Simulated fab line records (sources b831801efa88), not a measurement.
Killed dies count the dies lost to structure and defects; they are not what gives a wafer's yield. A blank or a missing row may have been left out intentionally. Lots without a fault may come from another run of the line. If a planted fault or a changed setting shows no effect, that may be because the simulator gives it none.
Which of the tools did it? / flow sky130 / 13 lots with 39 wafers sampled at 4 steps, on a route of 708 steps

## WHAT EACH GAUGE READ, for each wafer
SKY_VIA3_THK_MEAS_23: measures by xrf. Usual: VIA3_W_THK typically reads 397 nm, with standard deviation 5.9.
lot=L558; measured=day 41 04:00; on=film_metro-01; VIA3_W_THK (nm)=388 388 387; flag=
lot=L559; measured=day 41 13:03; on=film_metro-02; VIA3_W_THK (nm)=397 393 391; flag=
lot=L560; measured=day 41 17:28; on=film_metro-02; VIA3_W_THK (nm)=406 407 406; flag=
lot=L561; measured=day 41 17:43; on=film_metro-02; VIA3_W_THK (nm)=416 400 407; flag=
lot=L562; measured=day 41 21:27; on=film_metro-04; VIA3_W_THK (nm)=401 407 405; flag=
lot=L563; measured=day 42 06:34; on=film_metro-01; VIA3_W_THK (nm)=390 391 391; flag=
lot=L564; measured=day 42 13:25; on=film_metro-04; VIA3_W_THK (nm)=405 408 410; flag=
lot=L565; measured=day 43 01:03; on=film_metro-02; VIA3_W_THK (nm)=397 396 396; flag=
lot=L567; measured=day 43 04:45; on=film_metro-02; VIA3_W_THK (nm)=395 404 396; flag=
lot=L568; measured=day 43 13:41; on=film_metro-04; VIA3_W_THK (nm)=397 395 394; flag=
lot=L575; measured=day 45 20:28; on=film_metro-01; VIA3_W_THK (nm)=403 402 402; flag=
lot=L577; measured=day 46 00:18; on=film_metro-01; VIA3_W_THK (nm)=401 403 393; flag=
lot=L576; measured=day 46 00:40; on=film_metro-02; VIA3_W_THK (nm)=398 407 398; flag=

SKY_METAL4_OVL_MEAS_14. Usual: METAL4_OVL typically reads -2 nm, with standard deviation 4.8.
lot=L558; measured=day 43 03:28; on=overlay-02; METAL4_OVL (nm)=-3 -5 1; flag=
lot=L559; measured=day 43 12:32; on=overlay-01; METAL4_OVL (nm)=-9 -2 -8; flag=
lot=L560; measured=day 43 16:16; on=overlay-01; METAL4_OVL (nm)=5 4 0; flag=
lot=L561; measured=day 43 17:48; on=overlay-02; METAL4_OVL (nm)=-5 -4 -4; flag=
lot=L562; measured=day 43 21:14; on=overlay-01; METAL4_OVL (nm)=-9 -4 -2; flag=
lot=L563; measured=day 44 04:40; on=overlay-01; METAL4_OVL (nm)=-5 -2 0; flag=
lot=L564; measured=day 44 12:46; on=overlay-02; METAL4_OVL (nm)=-2 3 0; flag=
lot=L565; measured=day 44 23:22; on=overlay-02; METAL4_OVL (nm)=-5 -11 -10; flag=
lot=L567; measured=day 45 02:28; on=overlay-01; METAL4_OVL (nm)=3 5 2; flag=
lot=L568; measured=day 45 10:32; on=overlay-02; METAL4_OVL (nm)=-4 -6 -4; flag=
lot=L575; measured=day 47 14:11; on=overlay-01; METAL4_OVL (nm)=1 7 -5; flag=
lot=L577; measured=day 47 18:17; on=overlay-01; METAL4_OVL (nm)=7 0 2; flag=
lot=L576; measured=day 47 18:37; on=overlay-01; METAL4_OVL (nm)=-3 -4 -7; flag=

## EACH LOT AND THE TOOL THAT RAN IT (in order: tool; ch and the chambers of the sampled wafers; start)
lot=L558; SKY_VIA3_CVD_21=cvd_w-01 ch 1, day 41 03:45; SKY_METAL4_SPUTTER_03=pvd_sputter-04, day 41 04:26
lot=L559; SKY_VIA3_CVD_21=cvd_w-01 ch 0,1, day 41 12:49; SKY_METAL4_SPUTTER_03=pvd_sputter-01, day 41 13:30
lot=L560; SKY_VIA3_CVD_21=cvd_w-02 ch 1, day 41 17:13; SKY_METAL4_SPUTTER_03=pvd_sputter-04, day 41 17:55
lot=L561; SKY_VIA3_CVD_21=cvd_w-02 ch 0,1, day 41 17:26; SKY_METAL4_SPUTTER_03=pvd_sputter-04, day 41 18:13
lot=L562; SKY_VIA3_CVD_21=cvd_w-02 ch 0,1, day 41 21:13; SKY_METAL4_SPUTTER_03=pvd_sputter-04, day 41 21:54
lot=L563; SKY_VIA3_CVD_21=cvd_w-01 ch 0,1, day 42 06:19; SKY_METAL4_SPUTTER_03=pvd_sputter-04, day 42 07:00
lot=L564; SKY_VIA3_CVD_21=cvd_w-02 ch 1, day 42 13:10; SKY_METAL4_SPUTTER_03=pvd_sputter-04, day 42 13:51
lot=L565; SKY_VIA3_CVD_21=cvd_w-01 ch 0,1, day 43 00:48; SKY_METAL4_SPUTTER_03=pvd_sputter-01, day 43 01:29
lot=L567; SKY_VIA3_CVD_21=cvd_w-02 ch 0,1, day 43 04:31; SKY_METAL4_SPUTTER_03=pvd_sputter-01, day 43 05:12
lot=L568; SKY_VIA3_CVD_21=cvd_w-02 ch 0, day 43 13:27; SKY_METAL4_SPUTTER_03=pvd_sputter-04, day 43 14:08
lot=L575; SKY_VIA3_CVD_21=cvd_w-01 ch 0,1, day 45 20:14; SKY_METAL4_SPUTTER_03=pvd_sputter-03, day 45 20:55
lot=L577; SKY_VIA3_CVD_21=cvd_w-01 ch 0,1, day 46 00:03; SKY_METAL4_SPUTTER_03=pvd_sputter-04, day 46 00:44
lot=L576; SKY_VIA3_CVD_21=cvd_w-01 ch 0,1, day 46 00:25; SKY_METAL4_SPUTTER_03=pvd_sputter-01, day 46 01:06
- SKY_VIA3_CVD_21: deposits W, target thk 390 nm, time 117.31 s.
- SKY_METAL4_SPUTTER_03: material Ti, target thk 5 nm, time 3.3 s.

## WHAT THE TOOLS THEMSELVES READ (means of the sampled wafers that have a number; where no wafer has one, the mark that the record gives instead)
SKY_VIA3_CVD_21. Usual: 861 W for heater_power_w, sd 78.
lot=L558; tool=cvd_w-01; heater_power_w (W)=741; flag=
lot=L559; tool=cvd_w-01; heater_power_w (W)=825; flag=
lot=L560; tool=cvd_w-02; heater_power_w (W)=965; flag=
lot=L561; tool=cvd_w-02; heater_power_w (W)=931; flag=
lot=L562; tool=cvd_w-02; heater_power_w (W)=933; flag=
lot=L563; tool=cvd_w-01; heater_power_w (W)=839; flag=
lot=L564; tool=cvd_w-02; heater_power_w (W)=965; flag=
lot=L565; tool=cvd_w-01; heater_power_w (W)=829; flag=
lot=L567; tool=cvd_w-02; heater_power_w (W)=884; flag=
lot=L568; tool=cvd_w-02; heater_power_w (W)=848; flag=
lot=L575; tool=cvd_w-01; heater_power_w (W)=838; flag=
lot=L577; tool=cvd_w-01; heater_power_w (W)=798; flag=
lot=L576; tool=cvd_w-01; heater_power_w (W)=787; flag=

SKY_METAL4_SPUTTER_03. Usual: cathode_dc_power_W 3000.0 W, standard deviation 0.52; throttle_valve_pct 29.9 %, standard deviation 0.97.
lot=L558; tool=pvd_sputter-04; cathode_dc_power_W (W)=3000.6; throttle_valve_pct (%)=30.1; flag=
lot=L559; tool=pvd_sputter-01; cathode_dc_power_W (W)=3000.5; throttle_valve_pct (%)=29.1; flag=
lot=L560; tool=pvd_sputter-04; cathode_dc_power_W (W)=3000.4; throttle_valve_pct (%)=30.9; flag=
lot=L561; tool=pvd_sputter-04; cathode_dc_power_W (W)=2999.8; throttle_valve_pct (%)=30.7; flag=
lot=L562; tool=pvd_sputter-04; cathode_dc_power_W (W)=2999.7; throttle_valve_pct (%)=30.9; flag=
lot=L563; tool=pvd_sputter-04; cathode_dc_power_W (W)=3000.0; throttle_valve_pct (%)=30.7; flag=
lot=L564; tool=pvd_sputter-04; cathode_dc_power_W (W)=2921.5; throttle_valve_pct (%)=30.2; flag=OFF
lot=L565; tool=pvd_sputter-01; cathode_dc_power_W (W)=3000.1; throttle_valve_pct (%)=29.2; flag=
lot=L567; tool=pvd_sputter-01; cathode_dc_power_W (W)=2999.4; throttle_valve_pct (%)=29.4; flag=
lot=L568; tool=pvd_sputter-04; cathode_dc_power_W (W)=2921.4; throttle_valve_pct (%)=30.7; flag=OFF
lot=L575; tool=pvd_sputter-03; cathode_dc_power_W (W)=3000.0; throttle_valve_pct (%)=29.6; flag=
lot=L577; tool=pvd_sputter-04; cathode_dc_power_W (W)=3000.4; throttle_valve_pct (%)=31.2; flag=
lot=L576; tool=pvd_sputter-01; cathode_dc_power_W (W)=3000.2; throttle_valve_pct (%)=28.6; flag=

## THE ANSWER, worked out from the rows above alone
Rule: a lot is off if the mean of its wafers that have a number lies more than 3 standard deviations from the usual mean. A lot without any number at a reading at which 4 lots or more have one is off too. The other lots that the step has rows for count as sound. First the gauges in route order, then the tools' own readings, where a lot's mean is used as printed above. At the first step where some lot is off, the reading lying furthest off is the one used; lots without a number count as furthest.
Off at SKY_METAL4_SPUTTER_03 (cathode_dc_power_W): L564, L568.
A tool fits if, at that step or a process step before it, it ran every lot that is off, and no sound lot after the first of them. Not one of the candidates tried fits.

## WHAT THE SIMULATOR PUT IN
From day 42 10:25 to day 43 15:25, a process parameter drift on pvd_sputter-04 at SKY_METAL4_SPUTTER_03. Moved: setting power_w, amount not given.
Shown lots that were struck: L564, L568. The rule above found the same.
